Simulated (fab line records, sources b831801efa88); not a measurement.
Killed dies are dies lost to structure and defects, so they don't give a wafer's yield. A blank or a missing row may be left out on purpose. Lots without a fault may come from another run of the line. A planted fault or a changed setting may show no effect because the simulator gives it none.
Chamber matching | flow sky130 | SKY_POLY_CUT_ETCH_11 on rie_diel-03: 4 sister chambers
The step etches Si3N4 in CF4/CH2F2/Ar, stops on poly-Si, time 42.5 s, target depth 60 nm. 14 wafers are shown with their chamber, then 7 later ones without.

WAFERS WITH THEIR CHAMBER
wafer  | chamber | drypump_motor_current_A (A) | oes_product_au (a.u.) | throttle_valve_pct (%)
L364.3 | 3       | 5.9                         | 0.840                 | 14.987
L364.4 | 0       | 6.5                         | 0.815                 | 15.000
L364.5 | 0       | 6.5                         | 0.830                 | 15.001
L365.3 | 3       | 5.8                         | 0.843                 | 14.988
L365.4 | 0       | 6.6                         | 0.832                 | 14.986
L365.6 | 2       | 5.8                         | 0.843                 | 14.989
L369.1 | 1       | 6.4                         | 0.826                 | 14.991
L369.5 | 2       | 5.8                         | 0.822                 | 14.997
L369.6 | 1       | 6.4                         | 0.823                 | 15.003
L370.1 | 0       | 6.6                         | 0.829                 | 14.988
L370.3 | 0       | 6.5                         | 0.829                 | 14.993
L370.6 | 2       | 5.8                         | 0.838                 | 14.990
L375.4 | 2       | 5.8                         | 0.828                 | 14.973
L375.5 | 3       | 5.9                         | 0.829                 | 14.990

SIGNATURES (means of the wafers above)
reading                 | chamber 0 | chamber 1 | chamber 2 | chamber 3 | scatter within a chamber
drypump_motor_current_A | 6.540     | 6.400     | 5.800     | 5.867     | 0.0432
oes_product_au          | 0.82700   | 0.82450   | 0.83275   | 0.83733   | 0.00755
throttle_valve_pct      | 14.99360  | 14.99700  | 14.98725  | 14.98833  | 0.00755
Rule: a wafer's distance from a chamber is the root of the sum, over the readings, of the square of ((its reading less the chamber's mean) divided by the reading's scatter). The wafer belongs to the nearest chamber; if the next one is less than 2 further off, it can't be placed. The scatter: the root of (the sum of the squares of (reading less its chamber's mean) over the shown wafers, divided by (wafers less chambers)).

WAFERS WITHOUT THEIR CHAMBER
wafer  | drypump_motor_current_A (A) | oes_product_au (a.u.) | throttle_valve_pct (%)
L375.6 | 6.5                         | 0.827                 | 14.997
L378.1 | 6.3                         | 0.828                 | 14.998
L378.2 | 5.9                         | 0.840                 | 14.993
L378.3 | 5.8                         | 0.836                 | 14.993
L385.1 | 5.8                         | 0.840                 | 15.000
L385.3 | 5.9                         | 0.831                 | 15.015
L385.6 | 6.4                         | 0.844                 | 14.988

WHICH CHAMBER EACH WENT THROUGH
wafer  | from the rows above     | in truth
L375.6 | can't be placed: 0 or 1 | 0
L378.1 | 1                       | 1
L378.2 | can't be placed: 3 or 2 | 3
L378.3 | can't be placed: 2 or 3 | 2
L385.1 | can't be placed: 2 or 3 | 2
L385.3 | can't be placed: 3 or 2 | 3
L385.6 | can't be placed: 1 or 0 | 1
Placed correctly: 1 of 7. Can't be placed from these rows: 6 (the true chamber is among the candidates in 6). Placed wrongly: 0.
